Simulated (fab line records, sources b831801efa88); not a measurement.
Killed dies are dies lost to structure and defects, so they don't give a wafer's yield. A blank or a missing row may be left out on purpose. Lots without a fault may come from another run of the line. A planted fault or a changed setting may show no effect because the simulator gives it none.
fab line records | flow sky130
record lots=5 wafers=15 last_day=50
route steps=708 shown METAL4@635 VIA4@639 PAD_OPEN@708
lots that met no fault: from a run of the same line without faults
start_h: hours from the record's first day to the start of the lot's first wafer shown | wait_h: hours since the lot's step before | " the same as in the row above | L1.1+2: a row that stands for several wafers | - no value, or no start given | * or withheld: withheld | < > ~ a bound
route shown NAME@n: a module of which the file shows steps, and the number in the route of the first | usual: mean/standard deviation of fault-free wafers | same: alike in all rows | chamber/n: place in a boat | sites: the reading at each site | _std_site: their standard deviation | _edge_site: outer sites' mean less inner sites' | radius_mm: how far each site lies from the wafer's centre | mask NAME#n: copy n | behind: the tool/chamber that last shaped the wafer | hold: why the lot was held/for how many hours/how that ended | device: the transistor (n, p or np) that didn't switch | end of line: the same wafers' tests at the end of the route | a step without rows: its recipe alone | killed: dies lost to structure and defects at the first sort, not the wafer's yield | map: a wafer's dies, x killed, . not, _ none there
set.NAME: the setting as run; set.NAME@STEP: as run at that earlier step | model.NAME: the simulator's own value behind a step, which no gauge read
lots at some steps of the route; a table a step, a row a wafer
services: from which hour (start_h, from the record's first day; less than 0 if before it) a tool's chamber was out of use, for how many hours, and why
## steps
# step SKY_METAL4_STRIP_19
# recipe chemistry=O2/N2 power_w=1400 pressure_mtorr=1500 platen_temp_c=withheld o2_flow_sccm=3000 n2_flow_sccm=300 overash_fraction=0.5
# usual drypump_motor_current_A=5.9/0.39 oes_product_au=0.503/0.0058 strip_time_to_endpoint_s=6.54/0.091
# columns lot.wafer tool chamber start_h wait_h drypump_motor_current_A oes_product_au rf_hours_counter_h strip_time_to_endpoint_s
L578.4 plasma_asher-03 1 1002.69 0.1 5.8 0.493 - 6.43
L578.5 " 1 " " 5.8 0.501 - 6.53
L578.6 " 0 " " 6.3 0.501 - 6.44
L580.1 plasma_asher-03 1 1012.61 0.1 5.8 0.505 110 6.53
L580.2 " 0 " " 6.3 0.493 110 6.33
L580.6 " 0 " " 6.3 0.492 - 6.35
L591.1 plasma_asher-04 1 1087.71 0.1 6.3 0.513 38 6.63
L591.4 " 0 " " 5.4 0.500 - 6.59
L591.5 " 1 " " 6.3 0.504 - 6.52
L595.1 plasma_asher-04 0 1105.36 0.1 5.4 0.509 41 6.63
L595.3 " 0 " " 5.3 0.504 - 6.53
L595.6 " 0 " " 5.4 0.516 - 6.67
L597.1 plasma_asher-03 0 1122.61 0.1 6.3 0.503 4 6.42
L597.2 " 1 " " 5.8 0.509 4 6.54
L597.3 " 0 " " 6.3 0.496 - 6.53
# step SKY_METAL4_STRIP_20
# recipe chemistry=post_etch_residue_remover time_s=1200 temp_c=72.5
# step SKY_METAL4_CLEAN_21
# recipe chemistry=IPA time_s=180 temp_c=25
# step SKY_METAL4_CLEAN_22
# recipe chemistry=O3/DIW dry=n2_spin
# step SKY_VIA4_HDPCVD_00
# recipe material=SiO2 target_thk_nm=1750 sigma_open_frac=0.3 time_s=291.7 temp_c=400 sih4_flow_sccm=60 pressure_mtorr=6
# step SKY_VIA4_THK_MEAS_01
# recipe reads=SiO2_of_VIA4_HDPCVD_00
# usual VIA4_HDPCVD_THK=1749/22
# columns lot.wafer tool chamber start_h wait_h VIA4_HDPCVD_THK[nm]
L578.4 film_metro-02 - 1003.49 0.0 1772
L578.5 " - " " 1762
L578.6 " - " " 1765
L580.1 film_metro-01 - 1013.38 0.1 1779
L580.2 " - " " 1781
L580.6 " - " " 1794
L591.1 film_metro-04 - 1088.49 0.1 1751
L591.4 " - " " 1710
L591.5 " - " " 1740
L595.1 film_metro-01 - 1106.15 0.1 1741
L595.3 " - " " 1727
L595.6 " - " " 1733
L597.1 film_metro-04 - 1123.51 0.1 1753
L597.2 " - " " 1749
L597.3 " - " " 1719
# step SKY_VIA4_CMP_02
# recipe material=SiO2 down_force_psi=4 platen_rpm=60 pad_velocity_m_s=0.94248
# usual edge_zone_pressure_frac=0.999/0.0046 motor_current_A=11.8/0.45
# columns lot.wafer tool chamber start_h wait_h edge_zone_pressure_frac motor_current_A
L578.4 cmp-02 3 1003.53 0.0 1.001 11.8
L578.6 " 3 " " 0.999 11.8
L578.5 " 0 " " 1.001 11.5
L580.1 cmp-01 0 1013.54 0.1 0.999 12.3
L580.2 " 1 " " 0.994 11.6
L580.6 " 2 " " 1.004 12.3
L591.4 cmp-02 3 1088.55 0.0 0.994 11.9
L591.1 " 2 " " 1.003 11.2
L591.5 " 0 " " 0.997 12.1
L595.1 cmp-02 3 1106.26 0.1 0.995 12.1
L595.3 " 0 " " 1.005 11.8
L595.6 " 2 " " 1.006 12.0
L597.3 cmp-02 0 1123.84 0.3 0.996 11.7
L597.2 " 1 " " 0.999 11.3
L597.1 " 2 " " 1.005 11.7
# step SKY_VIA4_BOW_MEAS_03
# recipe mode=bow
# usual VIA4_BOW=80/8.4
# columns lot.wafer tool chamber start_h wait_h VIA4_BOW[um]
L578.4 film_metro-04 - 1003.89 0.3 81
L578.5 " - " " 84
L578.6 " - " " 79
L580.1 film_metro-01 - 1013.74 0.1 88
L580.2 " - " " 97
L580.6 " - " " 90
L591.1 film_metro-01 - 1088.85 0.1 81
L591.4 " - " " 78
L591.5 " - " " 71
L595.1 film_metro-04 - 1106.51 0.2 91
L595.3 " - " " 76
L595.6 " - " " 76
L597.1 film_metro-04 - 1124.09 0.1 73
L597.2 " - " " 73
L597.3 " - " " 80
# step SKY_VIA4_DEHYDRATE_04
# recipe temp_c=200 time_s=60
# step SKY_VIA4_HMDS_05
# recipe prime_time_s=60 prime_temp_c=120
# step SKY_VIA4_COAT_06
# recipe resist=NOVOLAK spin_rpm=2966 resist_thk_nm=1140
# step SKY_VIA4_SOFTBAKE_07
# recipe temp_c=90 time_s=60 resist=NOVOLAK
# step SKY_VIA4_EXPOSE_08
# recipe mask_id=VIM4 na=0.6 source_shape=conventional sigma_outer=0.6 polarization=unpolarized target_cd_nm=800 dose_mj=132
# usual focus_offset_nm=0.0/0.5
# columns lot.wafer tool chamber start_h wait_h mask focus_offset_nm
L578.4 iline_stepper-02 0 1014.62 - VIM4#0 -0.1
L578.5 " 0 " " VIM4#0 -0.6
L578.6 " 0 " " VIM4#0 -0.5
L580.1 iline_stepper-01 0 1025.51 - VIM4#0 -0.3
L580.2 " 0 " " VIM4#0 -0.4
L580.6 " 0 " " VIM4#0 0.2
L591.1 iline_stepper-02 0 1098.90 - VIM4#0 0.8
L591.4 " 0 " " VIM4#0 -0.8
L591.5 " 0 " " VIM4#0 -0.1
L595.1 iline_stepper-01 0 1117.34 - VIM4#0 0.0
L595.3 " 0 " " VIM4#0 -0.3
L595.6 " 0 " " VIM4#0 -0.1
L597.1 iline_stepper-01 0 1134.39 - VIM4#0 0.2
L597.2 " 0 " " VIM4#0 0.9
L597.3 " 0 " " VIM4#0 0.3
# step SKY_VIA4_PEB_09
# recipe temp_c=withheld time_s=* resist=NOVOLAK
# step SKY_VIA4_DEVELOP_10
# recipe resist=NOVOLAK developer=TMAH develop_time_s=60 dev_temp_c=23
# step SKY_VIA4_OVL_MEAS_11
# usual VIA4_OVL=1.4/1.2
# columns lot.wafer tool chamber start_h wait_h VIA4_OVL[nm]
L578.4 overlay-01 - 1025.83 0.1 2.0
L578.5 " - " " 1.5
L578.6 " - " " 1.6
L580.1 overlay-02 - 1035.97 0.1 2.1
L580.2 " - " " 1.8
L580.6 " - " " 1.1
L591.1 overlay-01 - 1108.31 0.1 -0.4
L591.4 " - " " -0.1
L591.5 " - " " 1.0
L595.1 overlay-02 - 1126.24 0.1 0.3
L595.3 " - " " 0.4
L595.6 " - " " 1.7
L597.1 overlay-02 - 1142.96 0.1 2.7
L597.2 " - " " 0.1
L597.3 " - " " 2.0
# step SKY_VIA4_ETCH_12
# recipe target=SiO2 chemistry=C4F8/O2/Ar stop_on=TiN mask_material=NOVOLAK source_w=1500 bias_w=1200 pressure_mtorr=40 c4f8_flow_sccm=withheld O2_flow_sccm=6 Ar_flow_sccm=300 time_s=withheld target_depth_a=5800
# usual oes_product_au=0.926/0.0049
# columns lot.wafer tool chamber start_h wait_h oes_product_au model.VIA4.cd_nm
L578.4 rie_diel-02 2 1025.85 0.0 0.938 800.5
L578.5 " 0 " " 0.930 801
L578.6 " 1 " " 0.931 800.6
L580.1 rie_diel-02 1 1036.01 0.0 0.917 798.6
L580.2 " 2 " " 0.922 797.1
L580.6 " 3 " " 0.926 798.1
L591.1 rie_diel-03 0 1108.35 0.0 0.929 864.9
L591.4 " 2 " " 0.920 824.9
L591.5 " 0 " " 0.925 833.8
L595.1 rie_diel-03 3 1126.28 0.0 0.932 798.6
L595.3 " 0 " " 0.926 801.1
L595.6 " 0 " " 0.927 800.8
L597.1 rie_diel-01 1 1143.00 0.0 0.929 802.5
L597.2 " 3 " " 0.930 800.4
L597.3 " 0 " " 0.922 802.8
# step SKY_VIA4_STRIP_13
# recipe chemistry=O2/N2 power_w=1400 pressure_mtorr=1500 platen_temp_c=withheld o2_flow_sccm=3000 n2_flow_sccm=300 overash_fraction=0.5
# usual drypump_motor_current_A=5.9/0.31 oes_product_au=0.710/0.0051 strip_time_to_endpoint_s=12.85/0.045
# columns lot.wafer tool chamber start_h wait_h drypump_motor_current_A oes_product_au rf_hours_counter_h strip_time_to_endpoint_s
L578.4 plasma_asher-02 0 1025.95 - 5.9 0.708 - 12.91
L578.5 " 1 " " 6.0 0.713 - 12.88
L578.6 " 0 " " 5.9 0.715 - 12.92
L580.1 plasma_asher-01 0 1036.08 - 6.1 0.704 89 12.86
L580.2 " 1 " " 5.4 0.708 89 12.83
L580.6 " 0 " " 6.1 0.708 - 12.79
L591.1 plasma_asher-04 1 1108.42 - 6.3 0.709 41 12.84
L591.4 " 1 " " 6.3 0.710 - 12.90
L591.5 " 1 " " 6.3 0.718 - 12.89
L595.1 plasma_asher-01 0 1126.35 - 6.1 0.699 98 12.90
L595.3 " 1 " " 5.4 0.714 - 12.82
L595.6 " 1 " " 5.4 0.704 - 12.86
L597.1 plasma_asher-02 1 1143.07 - 6.0 0.710 73 12.83
L597.2 " 0 " " 6.0 0.706 73 12.80
L597.3 " 1 " " 6.0 0.708 - 12.80
# step SKY_PAD_OPEN_PROBE_99
# usual defect_limited_yield=82.6/1.8 killed_at_M0_to_M3=43/6.6 killed_at_M4_up=3.4/1.8 killed_at_contacts=24/4.9 killed_at_front_end=15/4.1 killed_at_other=0.3/0.55 killed_dies=85/8.8 killed_open=46/6.1 killed_short=39/5.7 sort_bin_3_pad_short=0.9/0.41 sort_bin_5_function=10.1/1.5 sort_bin_6_memory=6.4/1 sort_n_pass=407/8.8 sort_yield_pct=82.6/1.8
# same gross_dies=492 killed_at_back_side=0 sort_bin_4_leakage[%]=0 sort_bin_8_speed[%]=0
# columns lot.wafer tool chamber start_h wait_h defect_limited_yield[%] killed_at_M0_to_M3 killed_at_M4_up killed_at_contacts killed_at_front_end killed_at_other killed_dies killed_open killed_short sort_bin_3_pad_short[%] sort_bin_5_function[%] sort_bin_6_memory[%] sort_n_pass sort_yield_pct[%] model.etest.via4_chain.rc_ohm
L578.4 prober-01 - 1095.73 0.2 84.6 43 2 20 11 0 76 47 29 0.6 9.1 5.7 416 84.6 0.8136
L578.5 prober-01 - 1095.78 0.2 84.1 30 2 25 21 0 78 47 31 0.2 10.0 5.7 414 84.1 0.816
L578.6 prober-01 - 1095.83 0.2 82.1 46 0 20 22 0 88 42 45 1.4 10.2 6.3 404 82.1 0.8063
L580.1 prober-01 - 1104.39 0.1 85.4 39 1 25 7 0 72 39 33 0.8 7.5 6.3 420 85.4 0.8513
L580.2 prober-01 - 1104.44 0.1 82.3 47 5 23 12 0 87 48 39 1.0 8.7 7.9 405 82.3 0.7697
L580.6 prober-01 - 1104.64 0.2 86.0 28 3 21 17 0 69 40 29 1.0 6.5 6.5 423 86.0 0.7949
L591.1 prober-02 - 1167.93 0.1 83.7 45 8 14 13 0 80 36 42 1.2 8.7 6.3 412 83.7 0.6736
L591.4 prober-02 - 1168.08 0.2 83.5 36 3 26 16 0 81 43 38 1.0 8.7 6.7 411 83.5 0.7399
L591.5 prober-02 - 1168.13 0.2 82.5 44 2 26 14 0 86 42 44 1.6 9.3 6.5 406 82.5 0.7631
L595.1 prober-02 - 1185.01 0.1 83.9 33 5 21 20 0 79 42 37 0.6 8.3 7.1 413 83.9 0.8043
L595.3 prober-02 - 1185.11 0.2 84.1 35 3 26 14 0 78 39 39 0.6 9.8 5.5 414 84.1 0.762
L595.6 prober-02 - 1185.26 0.2 83.9 43 2 23 10 1 79 46 33 0.8 10.2 5.1 413 83.9 0.7852
L597.1 prober-02 - 1198.16 0.1 83.9 41 8 21 9 0 79 43 35 0.6 11.0 4.5 413 83.9 0.7584
L597.2 prober-02 - 1198.21 0.1 80.5 47 5 30 14 0 96 48 48 0.8 12.0 6.7 396 80.5 0.7984
L597.3 prober-02 - 1198.26 0.2 80.5 58 2 18 18 0 96 55 40 0.8 10.8 7.9 396 80.5 0.7982
# killed by level:class
L578.4 VIA1:geometric_particle:open=11 CONTACT:geometric_particle:open=8 VIA2:geometric_particle:open=8 LI_CONTACT:geometric_particle:open=6 METAL1:geometric_particle:short=5 VIA3:geometric_particle:open=5 VIA1:geometric_particle:short=4 VIA2:geometric_particle:short=4
L578.5 CONTACT:geometric_particle:open=9 FIELD_ISO:geometric_particle:open=7 LI_CONTACT:geometric_particle:open=6 POLY_GATE:geometric_particle:open=4 METAL1:geometric_particle:short=4 VIA2:geometric_particle:short=4 VIA2:geometric_particle:open=4 FIELD_ISO:geometric_particle:short=3
L578.6 VIA1:geometric_particle:open=9 VIA2:geometric_particle:short=8 LI_CONTACT:geometric_particle:open=7 VIA3:geometric_particle:open=7 VIA1:geometric_particle:short=6 POLY_GATE:geometric_particle:short=5 POLY_CUT:geometric_particle:short=4 LOCAL_INTERCONNECT:geometric_particle:short=4
L580.1 CONTACT:geometric_particle:open=13 VIA1:geometric_particle:open=12 METAL1:geometric_particle:short=11 METAL2:geometric_particle:short=6 CONTACT:geometric_particle:short=5 LI_CONTACT:geometric_particle:short=4 VIA1:geometric_particle:short=3 LI_CONTACT:geometric_particle:open=3
L580.2 VIA1:geometric_particle:open=11 CONTACT:geometric_particle:open=11 VIA2:geometric_particle:open=8 VIA3:geometric_particle:short=7 METAL2:geometric_particle:short=7 VIA1:geometric_particle:short=6 LI_CONTACT:geometric_particle:open=6 POLY_GATE:geometric_particle:short=5
L580.6 CONTACT:geometric_particle:open=8 LI_CONTACT:geometric_particle:open=7 VIA3:geometric_particle:open=5 FIELD_ISO:geometric_particle:open=4 FIELD_ISO:geometric_particle:short=4 POLY_GATE:geometric_particle:short=4 METAL1:geometric_particle:short=4 VIA2:geometric_particle:open=4
L591.1 METAL1:geometric_particle:short=9 METAL2:geometric_particle:short=6 VIA1:geometric_particle:open=6 VIA1:geometric_particle:short=6 VIA2:geometric_particle:open=6 POLY_GATE:geometric_particle:short=5 LI_CONTACT:geometric_particle:open=4 CONTACT:geometric_particle:open=4
L591.4 CONTACT:geometric_particle:open=10 VIA1:geometric_particle:open=7 POLY_GATE:geometric_particle:open=6 LI_CONTACT:geometric_particle:open=5 VIA2:geometric_particle:open=5 LI_CONTACT:geometric_particle:short=4 CONTACT:geometric_particle:short=4 METAL1:geometric_particle:short=4
L591.5 LI_CONTACT:geometric_particle:open=11 METAL1:geometric_particle:short=8 VIA3:geometric_particle:open=7 POLY_GATE:geometric_particle:open=6 LOCAL_INTERCONNECT:geometric_particle:short=6 VIA1:geometric_particle:short=6 VIA2:geometric_particle:open=6 VIA1:geometric_particle:open=4
L595.1 VIA1:geometric_particle:open=11 LI_CONTACT:geometric_particle:open=6 POLY_GATE:geometric_particle:short=5 POLY_GATE:geometric_particle:open=5 LOCAL_INTERCONNECT:geometric_particle:short=5 CONTACT:geometric_particle:open=5 FIELD_ISO:geometric_particle:open=4 CONTACT:geometric_particle:short=4
L595.3 LI_CONTACT:geometric_particle:open=8 VIA1:geometric_particle:open=8 FIELD_ISO:geometric_particle:short=6 CONTACT:geometric_particle:open=5 VIA1:geometric_particle:short=5 LI_CONTACT:geometric_particle:short=4 LOCAL_INTERCONNECT:geometric_particle:short=4 CONTACT:geometric_particle:short=4
L595.6 VIA1:geometric_particle:open=11 CONTACT:geometric_particle:open=10 METAL2:geometric_particle:short=7 FIELD_ISO:geometric_particle:open=6 LI_CONTACT:geometric_particle:open=6 VIA2:geometric_particle:open=5 VIA1:geometric_particle:short=4 LOCAL_INTERCONNECT:geometric_particle:short=4
L597.1 VIA1:geometric_particle:open=9 VIA3:geometric_particle:open=9 CONTACT:geometric_particle:open=8 METAL4:geometric_particle:short=7 LOCAL_INTERCONNECT:geometric_particle:short=6 METAL2:geometric_particle:short=6 VIA2:geometric_particle:open=5 SPACER:geometric_particle:open=4
L597.2 CONTACT:geometric_particle:short=12 VIA1:geometric_particle:open=11 CONTACT:geometric_particle:open=8 METAL2:geometric_particle:short=7 VIA3:geometric_particle:open=7 LI_CONTACT:geometric_particle:open=6 VIA2:geometric_particle:open=6 VIA1:geometric_particle:short=5
L597.3 VIA1:geometric_particle:open=14 FIELD_ISO:geometric_particle:short=9 VIA2:geometric_particle:open=9 VIA3:geometric_particle:open=8 CONTACT:geometric_particle:open=6 METAL3:geometric_particle:short=6 LI_CONTACT:geometric_particle:open=5 FIELD_ISO:geometric_particle:open=4
## services
# columns tool chamber start_h hours kind
cmp-02 - 982.01 14.5 pm
plasma_asher-03 - 988.46 0.7 repair
iline_stepper-02 - 997.31 1.7 pm
cmp-02 - 1005.25 2.3 repair
rie_diel-03 2 1009.56 2.0 repair
cmp-02 - 1009.93 3.9 pm
rie_diel-02 0 1010.79 7.6 repair
rie_diel-03 1 1028.29 19.7 repair
iline_stepper-02 - 1034.22 1.0 repair
plasma_asher-04 - 1045.38 0.8 repair
cmp-02 - 1048.48 0.8 repair
cmp-02 - 1053.92 5.8 pm
plasma_asher-03 - 1055.25 9.0 pm
rie_diel-02 0 1055.55 5.2 repair
plasma_asher-04 - 1056.93 0.5 repair
plasma_asher-04 - 1068.40 0.5 repair
plasma_asher-04 - 1071.91 2.8 pm
cmp-02 - 1084.00 4.0 pm
plasma_asher-03 - 1090.22 15.6 pm
rie_diel-02 0 1091.76 13.7 repair
rie_diel-02 2 1095.04 1.9 repair
plasma_asher-01 - 1095.76 2.8 pm
plasma_asher-04 - 1116.35 0.6 repair
iline_stepper-01 - 1138.61 2.3 repair
## key
first_sign none at tools or gauges
model_effect step=SKY_VIA4_ETCH_12 value=VIA4.cd_nm without=799.8 struck=841.2
model_effect step=SKY_PAD_OPEN_PROBE_99 value=etest.via4_chain.rc_ohm without=0.7835 struck=0.7255
met_at SKY_VIA4_EXPOSE_08
struck_wafers L591.1,L591.4,L591.5
onset_between 1014.62 1098.90
fault kind=process_parameter_drift tool=iline_stepper-02 chamber=- onset_h=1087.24 steps=SKY_VIA4_EXPOSE_08 channel=focus_nm offset=690.21 spread_by_wafer=0.3 shape=step end_h=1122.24
